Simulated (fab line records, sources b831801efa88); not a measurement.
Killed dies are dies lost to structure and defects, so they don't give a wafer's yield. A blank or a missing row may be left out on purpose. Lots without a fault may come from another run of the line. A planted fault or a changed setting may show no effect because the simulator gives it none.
Problem report in the 8D (eight disciplines) form, filled by code | flow sfq_line | the parts of the form that need people (team, actions taken, sign-off) are left out

1. THE PROBLEM
time_to_endpoint_s at SFQ_TRILAYER_I3_CMP_CMP_082 reads a mean of 279 s on 3 wafers of 2 lots; wafers without a fault read 212 s with a standard deviation of 6.6. That is +10 standard deviations from the usual mean.
The step: polishes SiO2.
First seen on wafer L307.4, day 51 01:23, on cmp-01. The record holds 41 wafers of 14 lots with a number at this step. Rule for "out", or "out of limits": more than 4 standard deviations from the usual mean. The other wafers with a number count as sound.

2. WHAT IT IS AND WHAT IT IS NOT
question                    | is                     | is not
which readings at this step | time_to_endpoint_s     | motor_current_A
which lots                  | L307, L308             | L297, L300, L303, L304, L305, L306, L313, L314, L315, L317, L318, L319
which wafers of those lots  | L307.3, L307.4, L308.3 | L308.5, L308.6
read on which tools         | cmp-01                 | cmp-02
when                        | from day 51 01:23      | up to then (18 sound wafers); but 20 sound wafers of L308, L313, L314, L315, L317, L318, L319 came after

3. SUSPECTS, AND WHAT RULES EACH OUT
Counting: a tool at a process step up to the reading stays a suspect if it ran every lot that is out. Sound lots after the first of them don't rule it out here, since some wafers of a struck lot are sound.
- cmp-01 at SFQ_TRILAYER_I3_CMP_CMP_082 (polishes SiO2): kept. It ran every lot that is out, first L307 (day 51 01:23); its last sound lot up to then is L305 (day 50 13:59). Its own readings are out on those wafers: time_to_endpoint_s.
Left after counting: cmp-01 at SFQ_TRILAYER_I3_CMP_CMP_082.

4. THE CAUSE (what the simulator had put in)
Process parameter drift: cmp-01, from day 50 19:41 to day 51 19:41, at SFQ_TRILAYER_I3_CMP_CMP_082. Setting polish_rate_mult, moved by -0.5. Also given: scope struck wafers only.
Counting left only this tool.

5. THE CHAIN OF EFFECTS, in route order
Each row: a reading whose mean over the struck wafers that have a number lies more than 3 standard deviations from the usual. Only readings for which the record gives a usual standard deviation are gone through. hours: the time from each lot's start at the first step in this table that gives one to its start at this step, as a median over the lots. sigmas: the change in usual standard deviations.
hours | step                                  | reading            | usual      | on struck wafers | change | sigmas
0     | SFQ_TRILAYER_I3_CMP_CMP_082           | time_to_endpoint_s | 212 s      | 279              | +67    | +10
4     | SFQ_TRILAYER_I3_METRO_MEASURE_083     | thk_nm             | 199.5 nm   | 303.3            | +103.8 | +94
8     | SFQ_TRILAYER_I3_VIA_ETCH_VIA_ETCH_088 | oes_product_au     | 0.854 a.u. | 0.998            | +0.144 | +29
The process steps in it:
- SFQ_TRILAYER_I3_CMP_CMP_082: polishes SiO2.
- SFQ_TRILAYER_I3_METRO_MEASURE_083
- SFQ_TRILAYER_I3_VIA_ETCH_VIA_ETCH_088: etches SiO2 in CHF3, stops on Nb, target depth 260 nm.

6. WHAT WOULD HAVE CAUGHT IT SOONER
In this record the first reading out of limits was taken at day 51 01:23, 6 hours after the fault began at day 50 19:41.
